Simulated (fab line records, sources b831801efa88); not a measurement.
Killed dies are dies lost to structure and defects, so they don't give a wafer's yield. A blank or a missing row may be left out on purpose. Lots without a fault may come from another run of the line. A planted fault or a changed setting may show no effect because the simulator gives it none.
A struck lot beside a sound one | flow sky130 | 14 steps out of a route of 708
Sound: wafers L843.1, L843.2, L843.6. Struck: wafers L862.2, L862.3, L862.6. The cause comes at the end.
At each step with rows: each side's tool, then ch and its chambers, then its first start. Under that, the readings that differ: sound wafers | struck wafers | difference of the means | sigmas: that difference in standard deviations of wafers without a fault.
alike: readings whose means differ by less than 2 such deviations, and words and numbers that are the same on both sides. not compared: withheld readings, readings that some wafer has no value for, bounds like >300 that may hide the same value, and numbers for which the record gives no deviation and whose values overlap.
The two part at a step that has a row with sigmas, a row that says differs or no value, or rows on one side only. Numbers that don't overlap but have no deviation are shown without sigmas and don't part them. A reading that every wafer of one side lacks parts them only if that side has two wafers or more.

first, 4 steps without rows for these wafers: SKY_PWDE_SOFTBAKE_03; SKY_PWDE_EXPOSE_04 (exposes mask PWDEM, target cd 840 nm); SKY_PWDE_PEB_05; SKY_PWDE_DEVELOP_06 (develop time 60 s).
SKY_PWDE_OVL_MEAS_07:
  sound on overlay-02, day 3 19:11; struck on overlay-02, day 8 06:46
  reading       | sound          | struck      | difference | sigmas
  PWDE_OVL (nm) | -2.3 -1.2 -0.7 | 0.4 1.6 2.1 | +2.8       | +3
then, 1 step without rows for these wafers: SKY_PWDE_IMPLANT_08.
SKY_PWDE_STRIP_09: strips in O2/N2.
  sound on plasma_asher-04 ch 0,1, day 3 19:23; struck on plasma_asher-03 ch 1, day 8 06:56
  alike: drypump_motor_current_A, oes_product_au, strip_time_to_endpoint_s
  not compared: rf_hours_counter_h
SKY_PWDE_TW_MEAS_10:
  sound on film_metro-02, day 3 19:29; struck on film_metro-04, day 8 07:03
  reading | sound             | struck            | difference | sigmas
  PWDE_TW | 372.9 369.7 371.2 | 376.1 376.2 379.4 | +6.0       | +3
then, 4 steps without rows for these wafers: SKY_NWELL_DEHYDRATE_03 (time 60 s); SKY_NWELL_HMDS_04 (prime time 60 s); SKY_NWELL_COAT_05 (resist thk 3000 nm); SKY_NWELL_SOFTBAKE_06.
SKY_NWELL_EXPOSE_07: exposes mask NWM, target cd 840 nm.
  sound on iline_stepper-01 ch 0, day 4 03:32; struck on iline_stepper-02, day 8 17:56
  no value came back on the struck wafers for exposure_dose_mJ_cm2, focus_offset_nm (nm), na, reticle_temp_C (C); on the sound wafers exposure_dose_mJ_cm2 reads 255.31 255.06 254.96
  alike: mask
then, 1 step without rows for these wafers: SKY_NWELL_PEB_08.

WHERE THEY PART
First at SKY_PWDE_OVL_MEAS_07; last, within this record, at SKY_NWELL_EXPOSE_07.

WHY: what the simulator had put in
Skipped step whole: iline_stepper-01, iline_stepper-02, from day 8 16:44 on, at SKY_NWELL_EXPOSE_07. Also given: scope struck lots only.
